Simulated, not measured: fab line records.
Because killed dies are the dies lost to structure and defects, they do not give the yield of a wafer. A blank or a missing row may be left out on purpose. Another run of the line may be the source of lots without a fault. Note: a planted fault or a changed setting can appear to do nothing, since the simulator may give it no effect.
Matching of chambers || flow sfq_line || SFQ_TRILAYER_A5B_CMP_CMP_130 on cmp-02: 4 sister chambers
The step polishes, stops on Nb, target thk 340.7 nm. 4 wafers are shown with their chamber, then 8 later ones without.

## WAFERS, EACH WITH ITS CHAMBER
{"wafer": "L691.4", "chamber": 1, "motor_current_A (A)": 9.6}
{"wafer": "L695.1", "chamber": 2, "motor_current_A (A)": 11.1}
{"wafer": "L695.5", "chamber": 0, "motor_current_A (A)": 11.9}
{"wafer": "L699.4", "chamber": 3, "motor_current_A (A)": 11.1}

## WAFERS WITH NO CHAMBER GIVEN
{"wafer": "L699.3", "motor_current_A (A)": 10.8}
{"wafer": "L699.6", "motor_current_A (A)": 11.3}
{"wafer": "L708.1", "motor_current_A (A)": 10.7}
{"wafer": "L708.2", "motor_current_A (A)": 11.1}
{"wafer": "L708.3", "motor_current_A (A)": 10.5}
{"wafer": "L709.3", "motor_current_A (A)": 10.4}
{"wafer": "L709.4", "motor_current_A (A)": 11.1}
{"wafer": "L709.6", "motor_current_A (A)": 11.5}

## WHICH CHAMBER EACH WENT THROUGH
{"wafer": "L699.3", "from the rows above": "can't be placed: 2 or 3 or 0", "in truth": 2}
{"wafer": "L699.6", "from the rows above": "can't be placed: 2 or 3 or 0", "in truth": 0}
{"wafer": "L708.1", "from the rows above": "can't be placed: 2 or 3 or 1 or 0", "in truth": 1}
{"wafer": "L708.2", "from the rows above": "can't be placed: 2 or 3 or 0", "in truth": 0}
{"wafer": "L708.3", "from the rows above": "can't be placed: 2 or 3 or 1 or 0", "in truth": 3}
{"wafer": "L709.3", "from the rows above": "can't be placed: 2 or 3 or 1 or 0", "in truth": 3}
{"wafer": "L709.4", "from the rows above": "can't be placed: 2 or 3 or 0", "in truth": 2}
{"wafer": "L709.6", "from the rows above": "can't be placed: 0 or 2 or 3", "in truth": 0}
Correctly placed: 0 of 8. These rows do not allow placing 8 (true chamber among the candidates in 8). Number placed wrongly: 0.
How it was worked out, from the rows above alone: a wafer's distance from a chamber is the root of the sum, over the readings, of the square of ((its reading less the chamber's mean) divided by the reading's scatter). If the next closest chamber is less than 2 further off than the closest, the wafer can't be placed; otherwise it belongs to the closest. The mean given for a chamber averages the wafers shown for that chamber. The scatter: root of mean squared gap, hidden wafer to nearest shown wafer, with one shown wafer a chamber.
